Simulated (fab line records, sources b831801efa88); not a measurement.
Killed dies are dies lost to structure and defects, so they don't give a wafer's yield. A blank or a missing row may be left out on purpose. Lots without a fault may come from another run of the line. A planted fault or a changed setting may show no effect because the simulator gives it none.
Chamber matching | flow gf180mcu | GF_CONTACT_CVD_02 on pecvd-04: 3 sister chambers
The step deposits SiO2 from TEOS, target thk 860 nm, time 95.992 s. 6 wafers are shown with their chamber, then 8 later ones without.

WAFERS WITH THEIR CHAMBER
wafer  | chamber | heater_power_w (W)
L838.5 | 0       | 628
L841.6 | 1       | 708
L842.3 | 2       | 567
L842.4 | 2       | 593
L842.5 | 0       | 783
L843.3 | 1       | 602

WAFERS WITHOUT THEIR CHAMBER
wafer  | heater_power_w (W)
L843.5 | 649
L843.6 | 626
L845.2 | 692
L845.3 | 722
L845.6 | 457
L846.3 | 518
L846.4 | 788
L846.6 | 550

WHICH CHAMBER EACH WENT THROUGH
wafer  | from the rows above          | in truth
L843.5 | can't be placed: 1 or 0 or 2 | 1
L843.6 | can't be placed: 1 or 2 or 0 | 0
L845.2 | can't be placed: 0 or 1 or 2 | 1
L845.3 | can't be placed: 0 or 1 or 2 | 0
L845.6 | can't be placed: 2 or 1 or 0 | 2
L846.3 | can't be placed: 2 or 1 or 0 | 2
L846.4 | can't be placed: 0 or 1 or 2 | 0
L846.6 | can't be placed: 2 or 1 or 0 | 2
Placed correctly: 0 of 8. Can't be placed from these rows: 8 (the true chamber is among the candidates in 8). Placed wrongly: 0.
How it was worked out, from the rows above alone: a wafer's distance from a chamber is the root of the sum, over the readings, of the square of ((its reading less the chamber's mean) divided by the reading's scatter). The wafer belongs to the nearest chamber; if the next one is less than 2 further off, it can't be placed. A chamber's mean is the mean of its shown wafers. The scatter: the root of (the sum of the squares of (reading less its chamber's mean) over the shown wafers, divided by (wafers less chambers)).
